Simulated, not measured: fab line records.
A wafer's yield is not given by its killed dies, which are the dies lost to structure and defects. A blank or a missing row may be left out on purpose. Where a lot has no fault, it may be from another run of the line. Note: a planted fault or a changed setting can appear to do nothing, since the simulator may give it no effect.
A lot that was struck, set against a sound lot    flow sky130    17 steps out of a route of 708
Sound: the wafers L988.3, L988.4, L988.5. Struck: wafer L980.6 (left out: L980.1, a lot-mate that was not struck); the cause follows at the end.
Each step with rows lists, per side, the tool, then ch with its chambers, then its first start. Under that, the readings that differ: sound wafers    struck wafers    difference of the means    sigmas: that difference in standard deviations of wafers without a fault.
alike: words and numbers the same on both sides, and readings whose means are apart by under 2 such deviations; not compared: readings that were withheld, readings missing a value for some wafer, numbers with overlapping values and no deviation given by the record, and bounds like >300 which may hide the same value.
The two part at a step that has a row with sigmas, a row that says differs or no value, or rows on one side only. Numbers that don't overlap but have no deviation are shown without sigmas and don't part them. A reading that every wafer of one side lacks parts them only if that side has two wafers or more.

first, 3 steps without rows for these wafers: SKY_VIA3_EXPOSE_09 (exposes mask VIM3, target cd 200 nm); SKY_VIA3_PEB_10; SKY_VIA3_DEVELOP_11 (develop time 60 s).
SKY_VIA3_CD_MEAS_12: the cd target is 200 nm.
  sound on cd-sem-01, day 44 16:25; struck on cd-sem-02, day 42 13:26
  alike: cd-nm
SKY_VIA3_OVL_MEAS_13:
  sound on overlay-01, day 44 16:30; struck on overlay-02, day 42 13:33
  alike: VIA3_OVL
SKY_VIA3_ETCH_14: etches BARC in N2/H2, stops on SiO2, time 45.9 s, target depth 60 nm.
  sound on rie-diel-03 ch 0,1,3, day 44 16:32; struck on rie-diel-03 ch 3, day 42 13:35
  alike: drypump-motor-current-A, oes-product-au, throttle-valve-pct
  not compared: rf-hours-counter-h
SKY_VIA3_ETCH_15: etches SiO2 in C4F8/O2/Ar, stops on TiN, target depth 507 nm, time 78 s.
  sound on rie-diel-03 ch 0,1,3, day 44 16:34; struck on rie-diel-03 ch 3, day 42 13:38
reading                sound              struck  difference  sigmas
oes-product-au (a.u.)  0.941 0.942 0.940  0.954   +0.013      +3
  not compared: rf-hours-counter-h
SKY_VIA3_STRIP_16: strips in O2/N2.
  sound on plasma-asher-04 ch 0,1, day 44 16:40; struck on plasma-asher-01 ch 1, day 42 13:41
  alike: drypump-motor-current-A, oes-product-au, strip-time-to-endpoint-s
  not compared: rf-hours-counter-h
then, 3 steps without rows for these wafers: SKY_VIA3_STRIP_17 (strips in post etch residue remover, time 1200 s); SKY_VIA3_CLEAN_18 (cleans in IPA, time 180 s); SKY_VIA3_CLEAN_19 (cleans in O3/DIW).
SKY_VIA3_SPUTTER_20: material TiN, target thk 20 nm, time 80 s.
  sound on pvd-sputter-01, day 44 17:13; struck on pvd-sputter-01, day 42 14:17
  alike: throttle-valve-pct
SKY_VIA3_CVD_21: deposits W, target thk 390 nm, time 117.31 s.
  sound on cvd-w-02 ch 0,1, day 44 17:19; struck on cvd-w-01 ch 0, day 42 14:21
reading                             sound              struck  difference  sigmas
model.W_of_VIA3_CVD_21.thk-nm (nm)  397.4 383.1 387.4  238.8   -150.5      
  alike: heater-power-w, susceptor-temp-C
SKY_VIA3_RS_MEAS_22: the measuring method here is four-point-probe.
  sound on film-metro-04, day 44 17:26; struck on film-metro-03, day 42 14:46
reading             sound              struck  difference  sigmas
VIA3_W_RS (ohm/sq)  0.288 0.299 0.296  0.484   +0.190      +47
  not compared: hold
SKY_VIA3_THK_MEAS_23: measures by xrf.
  sound on film-metro-04, day 44 17:32; struck on film-metro-03, day 42 20:04
reading          sound        struck                    difference                    sigmas
hold             - - -        await-dispo/5.2h/release  no value on the sound wafers  
VIA3_W_THK (nm)  397 389 390  242                       -150                          -24
SKY_VIA3_CMP_24: polishes, stops on SiO2, t overpolish 20 s, target thk 0 nm.
  sound on cmp-01 ch 0,1,2, day 44 17:35; struck on cmp-02 ch 0, day 42 20:17
reading                 sound     struck  difference  sigmas
time-to-endpoint-s (s)  96 96 93  54      -41         -11
  alike: motor-current-A
SKY_METAL4_SPUTTER_00: material Ti, target thk 15 nm, time 10 s.
  sound on pvd-sputter-03, day 44 17:53; struck on pvd-sputter-02, day 42 20:26
  alike: throttle-valve-pct

## WHERE THEY PART
Last at SKY_VIA3_CMP_24 as far as this record goes, first at SKY_VIA3_ETCH_15. Later steps at which nothing parts them and some readings are alike: SKY_METAL4_SPUTTER_00.

WHY: whatever the simulator had introduced
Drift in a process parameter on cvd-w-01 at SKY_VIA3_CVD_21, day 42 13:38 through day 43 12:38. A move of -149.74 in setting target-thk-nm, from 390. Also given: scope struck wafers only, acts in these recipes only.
